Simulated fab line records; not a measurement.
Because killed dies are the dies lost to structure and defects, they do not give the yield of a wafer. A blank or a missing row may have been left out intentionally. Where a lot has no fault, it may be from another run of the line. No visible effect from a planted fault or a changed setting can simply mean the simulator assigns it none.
Which tool was responsible? :: flow gf180mcu :: Sampling: 11 lots, 33 wafers, 3 of 602 route steps

## WHAT THE GAUGES READ, wafer by wafer
GF_PSD_RS_MEAS_14: measures by four-point-probe.
lot: L253
measured: day 14 13:41
on: film_metro-02
NSD_RS (ohm/sq): 46.11 46.13 46.19

lot: L254
measured: day 14 20:51
on: film_metro-01
NSD_RS (ohm/sq): 46.25 46.23 46.23

lot: L255
measured: day 15 07:18
on: film_metro-02
NSD_RS (ohm/sq): 46.04 46.11 46.20

lot: L256
measured: day 15 14:08
on: film_metro-02
NSD_RS (ohm/sq): 46.12 46.06 46.22

lot: L258
measured: day 16 06:05
on: film_metro-03
NSD_RS (ohm/sq): 46.02 46.17 46.12

lot: L260
measured: day 17 02:06
on: film_metro-03
NSD_RS (ohm/sq): 46.15 46.13 46.17

lot: L266
measured: day 19 08:01
on: film_metro-01
NSD_RS (ohm/sq): 46.01 46.16 46.26

lot: L272
measured: day 21 05:19
on: film_metro-02
NSD_RS (ohm/sq): 50.36 50.43 50.41

lot: L273
measured: day 21 13:43
on: film_metro-02
NSD_RS (ohm/sq): 50.48 50.51 50.47

lot: L274
measured: day 21 21:50
on: film_metro-02
NSD_RS (ohm/sq): 50.42 50.44 50.31

lot: L275
measured: day 22 08:31
on: film_metro-01
NSD_RS (ohm/sq): 46.16 46.12 46.17

## TOOL THAT RAN EACH LOT (tool first, then ch and the chambers of the sampled wafers, then the start)
lot: L253
GF_NSD_IMPLANT_09: implanter-03 ch 0, day 13 16:35
GF_NSD_STRIP_11: plasma_asher-02 ch 0,1, day 13 16:53

lot: L254
GF_NSD_IMPLANT_09: implanter-03 ch 0, day 13 23:43
GF_NSD_STRIP_11: plasma_asher-01 ch 0,1, day 13 23:59

lot: L255
GF_NSD_IMPLANT_09: implanter-03 ch 0, day 14 09:14
GF_NSD_STRIP_11: plasma_asher-01 ch 0,1, day 14 09:31

lot: L256
GF_NSD_IMPLANT_09: implanter-02 ch 0, day 14 15:56
GF_NSD_STRIP_11: plasma_asher-02 ch 0,1, day 14 16:13

lot: L258
GF_NSD_IMPLANT_09: implanter-02 ch 0, day 15 07:44
GF_NSD_STRIP_11: plasma_asher-01 ch 1, day 15 08:02

lot: L260
GF_NSD_IMPLANT_09: implanter-03 ch 0, day 16 02:50
GF_NSD_STRIP_11: plasma_asher-04 ch 0,1, day 16 03:07

lot: L266
GF_NSD_IMPLANT_09: implanter-02 ch 0, day 18 06:55
GF_NSD_STRIP_11: plasma_asher-04 ch 0,1, day 18 07:13

lot: L272
GF_NSD_IMPLANT_09: implanter-03 ch 0, day 20 04:58
GF_NSD_STRIP_11: plasma_asher-02 ch 0,1, day 20 05:15

lot: L273
GF_NSD_IMPLANT_09: implanter-03 ch 0, day 20 12:54
GF_NSD_STRIP_11: plasma_asher-02 ch 0,1, day 20 13:12

lot: L274
GF_NSD_IMPLANT_09: implanter-03 ch 0, day 20 20:50
GF_NSD_STRIP_11: plasma_asher-04 ch 0,1, day 20 21:07

lot: L275
GF_NSD_IMPLANT_09: implanter-01 ch 0, day 21 08:19
GF_NSD_STRIP_11: plasma_asher-02 ch 0,1, day 21 08:37
- GF_NSD_IMPLANT_09
- GF_NSD_STRIP_11: strips in O2/N2.

## THE ANSWER, worked out from the rows above alone
Rule: the usual values come from the lots themselves. Put in order of their means at a reading, lots are off if they are a third of the lots or fewer, leave a main group of 4 or more, and stand apart from it by a gap of 3 or more times the standard deviation of the main group's means; of several such gaps the widest counts. Not used: any main group whose means are identical at the precision the tables above print for the reading. Also off: a lot with no number at a reading for which 4 or more lots have one. All remaining lots with rows at the step are treated as sound.
Off: L272, L273, L274, at GF_PSD_RS_MEAS_14 (NSD_RS). The main group: mean 46.15 ohm/sq, standard deviation 0.037.
A tool fits if, at a process step before that reading, it ran every lot that is off, and no sound lot after the first of them. The gauges at GF_PSD_RS_MEAS_14 are tried like those tools. This does not decide it: 2 tools fit, namely implanter-03 at GF_NSD_IMPLANT_09 and film_metro-02 at GF_PSD_RS_MEAS_14.

## WHAT WAS PUT IN BY THE SIMULATOR
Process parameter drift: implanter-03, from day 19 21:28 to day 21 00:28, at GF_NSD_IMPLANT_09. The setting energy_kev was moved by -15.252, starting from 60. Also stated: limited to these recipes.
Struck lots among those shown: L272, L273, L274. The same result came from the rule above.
